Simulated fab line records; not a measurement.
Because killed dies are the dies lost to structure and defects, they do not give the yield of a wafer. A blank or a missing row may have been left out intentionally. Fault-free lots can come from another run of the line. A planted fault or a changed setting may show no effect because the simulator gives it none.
Lot-split experiment    flow gf180mcu    23 wafers read across 5 lots, on a route 602 steps long

THE SPLIT
At GF_VT_IMPLANT_COAT_13 (resist thk 1000 nm), the setting spin rpm was moved away from the recipe's 3000 rpm on 8 of the 23 wafers read, by -5.3% to +6.0%. The other wafers ran this setting at the recipe's value.

The file shows no step between the split and the reading.

THE READING
NOVOLAK_of_VT_IMPLANT_COAT_13.thk nm (the simulator's own value, which no gauge read), in nm, at GF_VT_IMPLANT_DEVELOP_17 (develop time 60 s). The file does not state a usual value for it. Across the 15 wafers here that went through the recipe, the average is 999.9 nm and the standard deviation 2 nm.

wafer   tool, chamber at the split  spin rpm as run, rpm  against the recipe  NOVOLAK_of_VT_IMPLANT_COAT_13.thk nm, nm  against lot-mates on the recipe
L074.1  litho track-02, 0           2840                  -5.3%               1026                                      +29.5
L074.2  litho track-02, 0           2840                  -5.3%               1026                                      +29.5
L074.6  litho track-02, 0           2840                  -5.3%               1026                                      +29.5
L074.4  litho track-02, 0           3000                  recipe              996                                       -
L074.5  litho track-02, 0           3000                  recipe              996.9                                     -
L075.1  litho track-03, 0           3000                  recipe              998.4                                     -
L075.5  litho track-03, 0           3000                  recipe              1001                                      -
L075.6  litho track-03, 0           3000                  recipe              997                                       -
L078.1  litho track-03, 0           3000                  recipe              1002                                      -
L078.3  litho track-03, 0           3000                  recipe              1002                                      -
L078.4  litho track-03, 0           3000                  recipe              1001                                      -
L078.5  litho track-03, 0           3179                  +6.0%               971.1                                     -30.6
L078.6  litho track-03, 0           3179                  +6.0%               972.4                                     -29.3
L079.1  litho track-04, 0           3000                  recipe              999.6                                     -
L079.4  litho track-04, 0           3000                  recipe              999.6                                     -
L079.3  litho track-04, 0           3000                  recipe              1003                                      -
L079.5  litho track-04, 0           3000                  recipe              1002                                      -
L079.6  litho track-04, 0           3000                  recipe              999.9                                     -
L085.1  litho track-03, 0           2854                  -4.9%               1027                                      +26.6
L085.3  litho track-03, 0           2854                  -4.9%               1026                                      +25.6
L085.4  litho track-03, 0           2854                  -4.9%               1025                                      +24.6
L085.5  litho track-03, 0           3000                  recipe              1001                                      -
L085.6  litho track-03, 0           3000                  recipe              999.8                                     -

FIT RESULTS
A straight line over all 23 wafers: NOVOLAK_of_VT_IMPLANT_COAT_13.thk nm changes by -4.95 nm for each +1% of spin rpm; r = -0.99; the points scatter about the line by 1.9 nm.
The same after taking each lot's own level away (the mean of its wafers on the recipe; 23 wafers): -5.26 nm for each +1%; r = -1.00; scatter 1.2 nm.
The reading moves by 31 nm for the largest change in spin rpm, on that fit.
The span of the lots' own levels, 996.45 to 1001.67 nm, comes to 2.6 times the standard deviation stated above.
So the lot-to-lot level changes the slope little: the two slopes agree.
Check: with one of the wafers moved furthest among these (+6.0%) left out of the fit, the line predicts -31.3 nm for it against its lot-mates. It came out at -30.6 nm against them.

THE OTHER SPLITS THESE WAFERS WENT THROUGH
These wafers also went through other splits before the reading. Each is held against what the fit with the lots' levels taken away leaves over:
other split on the same wafers  wafers away from the commonest value  r with NOVOLAK_of_VT_IMPLANT_COAT_13.thk nm (lot level and that fit taken away)
GF_STI_COAT_07 resist thk nm    10                                    +0.13
GF_STI_WET_ETCH_17 temp c       15                                    +0.06
GF_DNWELL_COAT_02 spin rpm      7                                     +0.22
GF_NWELL_COAT_02 spin rpm       8                                     -0.22
GF_LVPWELL_IMPLANT_08 dose cm2  5                                     -0.02
GF_MVPSD_COAT_02 resist thk nm  10                                    +0.20

THE WHOLE CHAIN: every reading that the file lists as answering this split, in the file's order
step                      what it does        reading                                                                                change (the file's fit)               r (the file's)
GF_VT_IMPLANT_COAT_13     resist thk 1000 nm  NOVOLAK_of_VT_IMPLANT_COAT_13.thk nm (the simulator's own value, which no gauge read)  -5.25 nm for each +1% of the setting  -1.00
GF_VT_IMPLANT_DEVELOP_17  develop time 60 s   NOVOLAK_of_VT_IMPLANT_COAT_13.thk nm (the simulator's own value, which no gauge read)  -5.26 nm for each +1% of the setting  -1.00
GF_VT_IMPLANT_STRIP_20    strips in O2/N2     strip time to endpoint s                                                               withheld for each +1% of the setting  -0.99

THE FILE'S OWN FIT
NOVOLAK_of_VT_IMPLANT_COAT_13.thk nm changes by -5.26 nm for each +1% of spin rpm, r = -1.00.
